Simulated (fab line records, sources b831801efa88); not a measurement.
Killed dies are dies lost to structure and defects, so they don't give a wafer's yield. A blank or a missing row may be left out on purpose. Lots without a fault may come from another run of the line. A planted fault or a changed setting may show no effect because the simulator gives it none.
Which tool did it? | flow sky130 | 11 lots, 33 wafers sampled, at 6 steps of a route of 708

WHAT THE GAUGES READ, wafer by wafer
The record holds no reading of a measuring or inspecting step that can be judged against a usual standard deviation.

WHICH TOOL RAN EACH LOT (tool, then ch and the chambers of the sampled wafers, then the start)
lot  | SKY_VIA4_SPUTTER_17          | SKY_METAL5_SPUTTER_02        | SKY_METAL5_SPUTTER_03        | SKY_PAD_OPEN_COAT_02              | SKY_PAD_OPEN_STRIP_08                | SKY_PAD_OPEN_PROBE_99
L114 | pvd_sputter-01, day 44 14:34 | pvd_sputter-04, day 44 15:19 | pvd_sputter-04, day 44 15:22 | litho_track-01 ch 0, day 46 21:40 | plasma_asher-02 ch 0,1, day 47 08:37 | prober-01, day 47 10:50
L115 | pvd_sputter-02, day 44 21:39 | pvd_sputter-04, day 44 22:23 | pvd_sputter-04, day 44 22:26 | litho_track-04 ch 0, day 47 04:31 | plasma_asher-02 ch 0, day 47 14:29   | -
L117 | pvd_sputter-01, day 45 07:11 | pvd_sputter-02, day 45 07:56 | pvd_sputter-02, day 45 07:59 | litho_track-04 ch 0, day 47 12:34 | plasma_asher-03 ch 0,1, day 47 23:31 | -
L116 | pvd_sputter-01, day 45 07:57 | pvd_sputter-02, day 45 08:41 | pvd_sputter-02, day 45 08:44 | litho_track-01 ch 0, day 47 13:56 | plasma_asher-04 ch 0,1, day 48 00:22 | -
L120 | pvd_sputter-01, day 46 00:30 | pvd_sputter-04, day 46 01:14 | pvd_sputter-04, day 46 01:17 | litho_track-04 ch 0, day 48 04:38 | plasma_asher-02 ch 0, day 48 13:37   | -
L126 | pvd_sputter-03, day 47 15:40 | pvd_sputter-03, day 47 16:24 | pvd_sputter-03, day 47 16:27 | litho_track-01 ch 0, day 49 15:23 | plasma_asher-02 ch 0,1, day 50 00:43 | -
L127 | pvd_sputter-03, day 47 20:04 | pvd_sputter-03, day 47 20:49 | pvd_sputter-03, day 47 20:52 | litho_track-01 ch 0, day 49 20:04 | plasma_asher-02 ch 0,1, day 50 03:59 | -
L129 | pvd_sputter-03, day 48 02:01 | pvd_sputter-04, day 48 02:59 | pvd_sputter-04, day 48 03:02 | litho_track-02 ch 0, day 50 01:04 | plasma_asher-04 ch 0,1, day 50 08:58 | prober-01, day 50 11:14
L130 | pvd_sputter-02, day 48 13:19 | pvd_sputter-03, day 48 14:10 | pvd_sputter-03, day 48 14:13 | litho_track-02 ch 0, day 50 11:07 | plasma_asher-03 ch 0,1, day 50 19:21 | -
L131 | pvd_sputter-02, day 48 20:42 | pvd_sputter-02, day 48 21:26 | pvd_sputter-02, day 48 21:29 | litho_track-04 ch 0, day 50 17:31 | plasma_asher-03 ch 1, day 51 01:16   | -
L132 | pvd_sputter-01, day 49 05:23 | pvd_sputter-03, day 49 06:12 | pvd_sputter-03, day 49 06:15 | litho_track-02 ch 0, day 51 00:23 | plasma_asher-02 ch 0, day 51 08:37   | -
- SKY_VIA4_SPUTTER_17: material TiN, target thk 20 nm, time 80 s.
- SKY_METAL5_SPUTTER_02: material AlCu, target thk 1150 nm, time 61.2 s.
- SKY_METAL5_SPUTTER_03: material Ti, target thk 5 nm, time 3.3 s.
- SKY_PAD_OPEN_COAT_02: resist thk 3000 nm.
- SKY_PAD_OPEN_STRIP_08: strips in O2/N2.
- SKY_PAD_OPEN_PROBE_99

WHAT THE TOOLS THEMSELVES READ (means of the sampled wafers that have a number; where no wafer has one, the mark that the record gives instead)
SKY_VIA4_SPUTTER_17. Usual: throttle_valve_pct 30.0 %, standard deviation 1.
lot  | tool           | throttle_valve_pct (%) | flag
L114 | pvd_sputter-01 | 29.7                   |
L115 | pvd_sputter-02 | 30.6                   |
L117 | pvd_sputter-01 | 30.5                   |
L116 | pvd_sputter-01 | 30.3                   |
L120 | pvd_sputter-01 | 30.0                   |
L126 | pvd_sputter-03 | 30.0                   |
L127 | pvd_sputter-03 | 29.9                   |
L129 | pvd_sputter-03 | 29.5                   |
L130 | pvd_sputter-02 | 30.6                   |
L131 | pvd_sputter-02 | 30.7                   |
L132 | pvd_sputter-01 | 29.5                   |

SKY_METAL5_SPUTTER_02. Usual: throttle_valve_pct 30.2 %, standard deviation 0.56.
lot  | tool           | throttle_valve_pct (%) | flag
L114 | pvd_sputter-04 | 30.0                   |
L115 | pvd_sputter-04 | 30.1                   |
L117 | pvd_sputter-02 | 30.3                   |
L116 | pvd_sputter-02 | 30.6                   |
L120 | pvd_sputter-04 | 30.1                   |
L126 | pvd_sputter-03 | 30.3                   |
L127 | pvd_sputter-03 | 29.7                   |
L129 | pvd_sputter-04 | 30.1                   |
L130 | pvd_sputter-03 | 29.7                   |
L131 | pvd_sputter-02 | 31.1                   |
L132 | pvd_sputter-03 | 30.0                   |

SKY_METAL5_SPUTTER_03. Usual: throttle_valve_pct 30.2 %, standard deviation 0.56.
lot  | tool           | throttle_valve_pct (%) | flag
L114 | pvd_sputter-04 | 29.8                   |
L115 | pvd_sputter-04 | 30.3                   |
L117 | pvd_sputter-02 | 30.3                   |
L116 | pvd_sputter-02 | 30.6                   |
L120 | pvd_sputter-04 | 30.1                   |
L126 | pvd_sputter-03 | 30.1                   |
L127 | pvd_sputter-03 | 29.7                   |
L129 | pvd_sputter-04 | 29.9                   |
L130 | pvd_sputter-03 | 29.8                   |
L131 | pvd_sputter-02 | 30.9                   |
L132 | pvd_sputter-03 | 29.8                   |

SKY_PAD_OPEN_COAT_02. Usual: exhaust_pa 45.0 Pa, standard deviation 0.76; spin_speed_rpm 1999.6 rpm, standard deviation 1.5.
lot  | tool           | exhaust_pa (Pa) | spin_speed_rpm (rpm) | flag
L114 | litho_track-01 | 44.0            | 1999.0               |
L115 | litho_track-04 | 45.3            | 1998.8               |
L117 | litho_track-04 | 43.9            | 1998.8               |
L116 | litho_track-01 | 44.2            | 1999.4               |
L120 | litho_track-04 | 44.3            | 1999.4               |
L126 | litho_track-01 | 45.2            | 2124.8               | OFF
L127 | litho_track-01 | 45.3            | 2123.8               | OFF
L129 | litho_track-02 | 45.7            | 2000.9               |
L130 | litho_track-02 | 45.5            | 1999.9               |
L131 | litho_track-04 | 44.8            | 1998.8               |
L132 | litho_track-02 | 45.3            | 2000.3               |

SKY_PAD_OPEN_STRIP_08. Usual: drypump_motor_current_A 5.4 A, standard deviation 0.53; oes_product_au 0.663 a.u., standard deviation 0.0043; strip_time_to_endpoint_s 37.08 s, standard deviation 0.095.
lot  | tool            | drypump_motor_current_A (A) | oes_product_au (a.u.) | strip_time_to_endpoint_s (s) | flag
L114 | plasma_asher-02 | 5.3                         | 0.663                 | 37.21                        |
L115 | plasma_asher-02 | 5.9                         | 0.669                 | 37.06                        |
L117 | plasma_asher-03 | 5.2                         | 0.661                 | 37.03                        |
L116 | plasma_asher-04 | 5.3                         | 0.664                 | 36.98                        |
L120 | plasma_asher-02 | 5.9                         | 0.665                 | 37.19                        |
L126 | plasma_asher-02 | 5.3                         | 0.660                 | 36.10                        | OFF
L127 | plasma_asher-02 | 5.3                         | 0.661                 | 36.01                        | OFF
L129 | plasma_asher-04 | 5.7                         | 0.668                 | 37.22                        |
L130 | plasma_asher-03 | 5.2                         | 0.665                 | 36.92                        |
L131 | plasma_asher-03 | 5.7                         | 0.663                 | 37.08                        |
L132 | plasma_asher-02 | 5.9                         | 0.662                 | 37.10                        |

SKY_PAD_OPEN_PROBE_99. Usual: defect_limited_yield 82.8 %, standard deviation 2; killed_at_M0_to_M3 43, standard deviation 7.2; killed_at_M4_up 3.0, standard deviation 2; killed_at_contacts 24, standard deviation 5.5; killed_at_front_end 15, standard deviation 4.2; killed_at_other 0.3, standard deviation 0.51; killed_dies 85, standard deviation 10; killed_open 46, standard deviation 7.3; killed_short 38, standard deviation 6.4; sort_bin_3_pad_short 0.9 %, standard deviation 0.42; sort_bin_5_function 10.3 %, standard deviation 1.5; sort_bin_6_memory 6.0 %, standard deviation 1.2; sort_n_pass 407, standard deviation 10; sort_yield_pct 82.8 %, standard deviation 2.
lot  | tool      | defect_limited_yield (%) | killed_at_M0_to_M3 | killed_at_M4_up | killed_at_contacts | killed_at_front_end | killed_at_other | killed_dies | killed_open | killed_short | sort_bin_3_pad_short (%) | sort_bin_5_function (%) | sort_bin_6_memory (%) | sort_n_pass | sort_yield_pct (%) | flag
L114 | prober-01 | 81.4                     | 43                 | 3.7             | 25                 | 20                  | 0.0             | 92          | 47          | 45           | 0.8                      | 11.4                    | 6.4                   | 400         | 81.4               |
L129 | prober-01 | 83.0                     | 39                 | 3.3             | 28                 | 13                  | 0.0             | 84          | 47          | 37           | 1.3                      | 10.3                    | 5.5                   | 408         | 83.0               |

THE ANSWER, worked out from the rows above alone
Rule: a lot is off if the mean of its wafers that have a number lies more than 3 standard deviations from the usual mean. A lot without any number at a reading at which 4 lots or more have one is off too. The other lots that the step has rows for count as sound. The gauges are gone through in route order, then the tools' own readings, and for those a lot's mean is taken as printed above. The first step at which some lot is off is used, and at that step the reading that is off furthest; a lot without a number counts as furthest.
Off: L126, L127, at SKY_PAD_OPEN_COAT_02 (spin_speed_rpm).
A tool fits if, at that step or a process step before it, it ran every lot that is off, and no sound lot after the first of them. One fits: litho_track-01 at SKY_PAD_OPEN_COAT_02. Its last sound lot is L116 (day 47 13:56), its first lot that is off L126 (day 49 15:23): a fault that began between those two fits.
The tool's own readings at SKY_PAD_OPEN_COAT_02 bear it out: on the lots that are off they differ by more than 5 times the standard deviation of the sound lots' means. spin_speed_rpm reads 2124.3 rpm there against 1999.5 rpm on the sound lots.

WHAT THE SIMULATOR HAD PUT IN
Process parameter drift: litho_track-01, from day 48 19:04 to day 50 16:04, at SKY_PAD_OPEN_COAT_02. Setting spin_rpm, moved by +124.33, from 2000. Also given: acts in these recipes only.
Lots struck among those shown: L126, L127. The rule above found the same.
